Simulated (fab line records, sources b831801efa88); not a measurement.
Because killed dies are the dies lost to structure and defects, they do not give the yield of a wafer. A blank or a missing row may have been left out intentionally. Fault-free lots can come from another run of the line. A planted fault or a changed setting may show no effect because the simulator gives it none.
A lot that was struck, set against a sound lot ; flow sky130 ; 18 steps out of a route of 708
Sound: wafers L432.1, L432.3, L432.4. Struck: wafer L447.2. (L447.3 of the same lot was not struck and is left out.) The cause comes at the end.
For every step that has rows: the tool of each side, followed by ch and its chambers, followed by its first start. Under that, the readings that differ: sound wafers ; struck wafers ; difference of the means ; sigmas: that difference in standard deviations of wafers without a fault.
alike: same words and numbers on both sides, and readings whose means sit less than 2 such deviations apart. not compared: any withheld reading, any reading some wafer has no value for, any bound like >300 that may hide the same value, and any number with overlapping values for which the record gives no deviation.
A row with sigmas, a row that says differs or no value, or rows on one side alone: a step with any of these is where the two part. Numbers that have no deviation but don't overlap get no sigmas and don't part them. Lack of a reading on every wafer of one side parts them only where that side has two or more wafers.

first, 3 steps without rows for these wafers: SKY_LI_CONTACT_EXPOSE_09 (exposes mask LICM1, target cd 170 nm); SKY_LI_CONTACT_PEB_10; SKY_LI_CONTACT_DEVELOP_11 (develop time 60 s).
SKY_LI_CONTACT_CD_MEAS_12 targets a cd of 170 nm.
  sound on cd-sem-01 at day 32 06:52; struck on cd-sem-02 at day 37 02:28
reading;sound;struck;difference;sigmas
cd-nm (nm);168.2 168.9 167.9;172.3;+4.0;+2
SKY_LI_CONTACT_OVL_MEAS_13:
  sound on overlay-02 at day 32 06:59; struck on overlay-02 at day 37 02:35
  alike: LI_CONTACT_OVL
SKY_LI_CONTACT_ETCH_14: etches BARC in N2/H2, stops on SiO2, time 45.9 s, target depth 60 nm.
  sound on rie-diel-02 ch 0,2,3, day 32 07:01; struck on rie-diel-03 ch 3, day 37 02:37
  alike: drypump-motor-current-A, oes-product-au, throttle-valve-pct
  not compared: rf-hours-counter-h
then, 1 step without rows for these wafers: SKY_LI_CONTACT_ETCH_15 (etches PSG in C4F8/O2/Ar, stops on Si, target depth 600 nm).
SKY_LI_CONTACT_STRIP_16: strips in O2/N2.
  sound on plasma-asher-03 ch 0,1, day 32 07:09; struck on plasma-asher-03 ch 0, day 37 02:44
  alike: drypump-motor-current-A, oes-product-au, strip-time-to-endpoint-s
  not compared: rf-hours-counter-h
then, 2 steps without rows for these wafers: SKY_LI_CONTACT_CLEAN_17 (cleans in NMP, time 600 s); SKY_LI_CONTACT_PRE_CLEAN_18 (time 5.6 s).
SKY_LI_CONTACT_SPUTTER_19: material Ti, target thk 20 nm, time 106.37 s.
  sound on pvd-sputter-02 at day 32 07:26; struck on pvd-sputter-04 at day 37 03:02
  alike: throttle-valve-pct
SKY_LI_CONTACT_SPUTTER_20: material TiN, target thk 20 nm, time 80 s.
  sound on pvd-sputter-02 at day 32 07:31; struck on pvd-sputter-04 at day 37 03:07
  alike: throttle-valve-pct
SKY_LI_CONTACT_CVD_21: deposits W, target thk 400 nm, time 120.56 s.
  sound on cvd-w-02 ch 0,1, day 32 07:35; struck on cvd-w-02 ch 1, day 37 03:10
reading;sound;struck;difference;sigmas
model.W_of_LI_CONTACT_CVD_21.thk-nm (nm);395.7 390.4 390.8;429.2;+36.9;
  alike: heater-power-w
SKY_LI_CONTACT_RS_MEAS_22: a four-point-probe measurement.
  sound on film-metro-03 at day 32 07:42; struck on film-metro-02 at day 37 03:19
reading;sound;struck;difference;sigmas
LI_CONTACT_W_RS (ohm/sq);0.2878 0.2916 0.2915;0.2646;-0.0257;-10
SKY_LI_CONTACT_THK_MEAS_23: measures by xrf.
  sound on film-metro-03 at day 32 07:49; struck on film-metro-02 at day 37 03:26
reading;sound;struck;difference;sigmas
LI_CONTACT_W_THK (nm);402 394 395;435;+38;+8
SKY_LI_CONTACT_CMP_24: polishes, stops on PSG, t overpolish 20 s, target thk 0 nm.
  sound on cmp-02 ch 0,1,3, day 32 07:56; struck on cmp-02 ch 2, day 37 03:35
reading;sound;struck;difference;sigmas
motor-current-A (A);10.3 11.3 10.7;12.9;+2.1;+2
  alike: slurry-flow-ml-min, time-to-endpoint-s
SKY_LOCAL_INTERCONNECT_SPUTTER_00: material TiN, target thk 100 nm, time 83.3 s.
  sound on pvd-sputter-03 at day 32 08:11; struck on pvd-sputter-04 at day 37 03:47
  alike: throttle-valve-pct
-- here the record skips 14 days between the struck wafers' starts before and after, leaving off in module LOCAL_INTERCONNECT and picking up in module PAD_OPEN (first step shown: number 708 of the route) --
SKY_PAD_OPEN_PROBE_99:
  sound on prober-01 at day 48 00:50; struck on prober-01 at day 51 08:53
reading;sound;struck;difference;sigmas
killed-at-other;1 1;0;-1;-2
  alike: killed_at_M0_to_M3, killed_at_M4_up, killed-at-contacts, killed-at-front-end, killed-dies, killed-open, killed-short

## WHERE THEY PART
First at SKY_LI_CONTACT_CD_MEAS_12; last, within this record, at SKY_PAD_OPEN_PROBE_99.

WHY: whatever the simulator had introduced
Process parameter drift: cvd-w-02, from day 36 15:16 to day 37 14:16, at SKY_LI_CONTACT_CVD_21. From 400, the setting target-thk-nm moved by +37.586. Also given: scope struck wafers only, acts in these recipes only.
